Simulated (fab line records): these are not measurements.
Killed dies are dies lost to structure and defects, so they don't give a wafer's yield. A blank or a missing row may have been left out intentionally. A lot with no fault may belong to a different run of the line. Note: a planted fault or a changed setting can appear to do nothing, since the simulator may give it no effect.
A lot that was struck, set against a sound lot | flow sfq line | 41 steps out of a route of 325
Sound: these wafers, L420.1, L420.2, L420.4. Wafers L426.1, L426.3, L426.4 were the ones struck. The cause is given at the end.
Order at every step that has rows: each side's tool, ch and its chambers, its first start. Under that, the readings that differ: sound wafers | struck wafers | difference of the means | sigmas: that difference in standard deviations of wafers without a fault.
alike: same words and numbers on both sides, and readings whose means sit less than 2 such deviations apart. not compared: any withheld reading, any reading some wafer has no value for, any bound like >300 that may hide the same value, and any number with overlapping values for which the record gives no deviation.
A row with sigmas, a row that says differs or no value, or rows on one side alone: a step with any of these is where the two part. Numbers that have no deviation but don't overlap get no sigmas and don't part them. A reading that every wafer of one side lacks parts them only if that side has two wafers or more.

first, 6 steps without rows for these wafers: SFQ_TRILAYER_L0_VIA_LITHO_COAT_018 (resist thk 62 nm); SFQ_TRILAYER_L0_VIA_LITHO_COAT_013 (resist thk 650 nm); SFQ_TRILAYER_L0_VIA_LITHO_SOFTBAKE_017; SFQ_TRILAYER_L0_VIA_LITHO_EXPOSE_014 (exposes mask L0V, target cd 700 nm); SFQ_TRILAYER_L0_VIA_LITHO_PEB_016 (peb time 60 s); SFQ_TRILAYER_L0_VIA_LITHO_DEVELOP_015 (time 60 s).
SFQ_L0V_OVL_MEAS_903:
  sound: overlay-02 at day 6 15:21; struck: overlay-02 at day 8 08:44
  alike: L0V_OVL
SFQ_TRILAYER_L0_VIA_BARC_OPEN_VIA_ETCH_021: etches BARC in O2, target depth 125 nm, time 41.7 s.
  sound on rie diel-04 ch 0,1,3, day 6 15:23; struck on rie diel-04 ch 0,1,3, day 8 08:46
  alike: drypump motor current A, oes product au
  not compared: rf hours counter h
then, 1 step without rows for these wafers: SFQ_TRILAYER_L0_VIA_ETCH_VIA_ETCH_016 (etches SiO2 in CHF3, stops on MoNx KI, target depth 80 nm).
SFQ_TRILAYER_L0_VIA_STRIP_STRIP_017: strips in O2.
  sound on rie metal-02 ch 0,1, day 6 15:29; struck on rie metal-02 ch 0,1, day 8 08:51
  alike: drypump motor current A, oes product au
  not compared: rf hours counter h
then, 2 steps without rows for these wafers: SFQ_TRILAYER_L0_VIA_STRIP_SOLV_CLEAN_018 (cleans in NMP, time 600 s); SFQ_TRILAYER_M0_DEP_PRE_CLEAN_020 (time 15 s).
SFQ_TRILAYER_M0_DEP_SPUTTER_019: material Nb, target thk 200 nm, time 133.3 s.
  sound: pvd sputter-05 at day 6 16:17; struck: pvd sputter-04 at day 8 09:39
  reading                                             | sound             | struck          | difference | sigmas
  model.Nb_of_TRILAYER_M0_DEP_SPUTTER_019.thk nm (nm) | 200.8 200.9 197.3 | 237.2 234 235.7 | +36.0      |
  alike: substrate temp c, throttle valve pct
SFQ_M0_RS_MEAS_904: a four-point-probe measurement.
  sound: film metro-02 at day 6 16:22; struck: film metro-02 at day 8 10:02
  reading           | sound             | struck            | difference | sigmas
  M0_NB_RS (ohm/sq) | 0.886 0.884 0.899 | 0.747 0.758 0.752 | -0.137     | -11
  not compared: hold
then, 5 steps without rows for these wafers: SFQ_TRILAYER_M0_LITHO_COAT_021 (resist thk 600 nm); SFQ_TRILAYER_M0_LITHO_SOFTBAKE_025; SFQ_TRILAYER_M0_LITHO_EXPOSE_022 (exposes mask M0, target cd 500 nm); SFQ_TRILAYER_M0_LITHO_PEB_024 (peb time 60 s); SFQ_TRILAYER_M0_LITHO_DEVELOP_023 (time 60 s).
-- the record jumps here: 4 days lie between the struck wafers' starts before and after --
SFQ_M0_OVL_MEAS_906:
  sound: overlay-01 at day 10 14:17; struck: overlay-02 at day 12 17:24
  alike: M0_OVL
SFQ_TRILAYER_M0_BARC_OPEN_METAL_ETCH_031: etches BARC in O2, target depth 125 nm, time 41.7 s.
  sound on rie metal-03 ch 0,1, day 10 14:19; struck on rie metal-03 ch 0,1, day 12 17:26
  reading               | sound             | struck            | difference | sigmas
  oes product au (a.u.) | 0.695 0.685 0.697 | 0.686 0.672 0.688 | -0.010     | -2
  alike: drypump motor current A
  not compared: rf hours counter h
SFQ_TRILAYER_M0_ETCH_METAL_ETCH_024: etches Nb in Cl2/Ar, stops on SiO2, target depth 240 nm, time 120 s.
  sound on rie metal-03 ch 0,1, day 10 14:22; struck on rie metal-03 ch 0,1, day 12 17:29
  reading               | sound             | struck            | difference | sigmas
  oes product au (a.u.) | 0.898 0.891 0.886 | 0.994 0.980 0.978 | +0.092     | +11
  alike: drypump motor current A
  not compared: rf hours counter h
then, 2 steps without rows for these wafers: SFQ_TRILAYER_M0_STRIP_STRIP_025 (strips in O2); SFQ_TRILAYER_M0_STRIP_SOLV_CLEAN_026 (cleans in NMP, time 600 s).
SFQ_TRILAYER_I0_DEP_PECVD_027: deposits SiO2 from SiH4/N2O, time 111.11 s, target thk 500 nm.
  sound on pecvd-03 ch 1,2, day 10 15:16; struck on pecvd-01 ch 0,2, day 12 18:23
  alike: heater power w, throttle valve pct
then, 1 step without rows for these wafers: SFQ_TRILAYER_I0_CMP_CMP_028 (polishes SiO2).
SFQ_I0_BOW_MEAS_907:
  sound: film metro-04 at day 11 09:50; struck: film metro-04 at day 12 21:50
  alike: I0_BOW
then, 7 steps without rows for these wafers: SFQ_TRILAYER_I0_METRO_MEASURE_029; SFQ_TRILAYER_I0_VIA_LITHO_COAT_036 (resist thk 62 nm); SFQ_TRILAYER_I0_VIA_LITHO_COAT_031 (resist thk 650 nm); SFQ_TRILAYER_I0_VIA_LITHO_SOFTBAKE_035; SFQ_TRILAYER_I0_VIA_LITHO_EXPOSE_032 (exposes mask I0, target cd 500 nm); SFQ_TRILAYER_I0_VIA_LITHO_PEB_034 (peb time 60 s); SFQ_TRILAYER_I0_VIA_LITHO_DEVELOP_033 (time 60 s).
-- the record jumps here: 6 days lie between the struck wafers' starts before and after --
SFQ_I0_OVL_MEAS_908:
  sound: overlay-02 at day 16 10:22; struck: overlay-02 at day 18 14:11
  alike: I0_OVL
then, 2 steps without rows for these wafers: SFQ_TRILAYER_I0_VIA_BARC_OPEN_VIA_ETCH_046 (etches BARC in O2, target depth 125 nm, time 41.7 s); SFQ_TRILAYER_I0_VIA_ETCH_VIA_ETCH_034 (etches SiO2 in CHF3, stops on Nb, target depth 260 nm).
SFQ_TRILAYER_I0_VIA_STRIP_STRIP_035: strips in O2.
  sound on rie metal-04 ch 0,1, day 16 10:34; struck on rie metal-01 ch 0,1, day 18 14:22
  alike: drypump motor current A, oes product au
  not compared: rf hours counter h
then, 2 steps without rows for these wafers: SFQ_TRILAYER_I0_VIA_STRIP_SOLV_CLEAN_036 (cleans in NMP, time 600 s); SFQ_TRILAYER_M1_DEP_PRE_CLEAN_038 (time 22.5 s).
-- the record jumps here: 73 days lie between the struck wafers' starts before and after --
SFQ_M8_BOW_MEAS_951:
  sound: film metro-04 at day 90 18:53; struck: film metro-04 at day 91 18:54
  reading                 | sound               | struck              | difference | sigmas
  model.etest.m0.ohm um   | 1.769 1.762 1.795   | 1.501 1.524 1.512   | -0.263     |
  model.etest.i0.link ohm | 1.948 1.941 1.959   | 1.816 1.825 1.807   | -0.133     |
  model.etest.m0.ohm sq   | 0.8851 0.885 0.9009 | 0.7493 0.7597 0.754 | -0.1360    |
  alike: M8_BOW

== WHERE THEY PART ==
Last at SFQ_TRILAYER_M0_ETCH_METAL_ETCH_024 as far as this record goes, first at SFQ_M0_RS_MEAS_904. Later steps at which nothing parts them and some readings are alike: SFQ_TRILAYER_I0_DEP_PECVD_027, SFQ_I0_BOW_MEAS_907, SFQ_I0_OVL_MEAS_908, SFQ_TRILAYER_I0_VIA_STRIP_STRIP_035, SFQ_M8_BOW_MEAS_951.

WHY: what the simulator had put in
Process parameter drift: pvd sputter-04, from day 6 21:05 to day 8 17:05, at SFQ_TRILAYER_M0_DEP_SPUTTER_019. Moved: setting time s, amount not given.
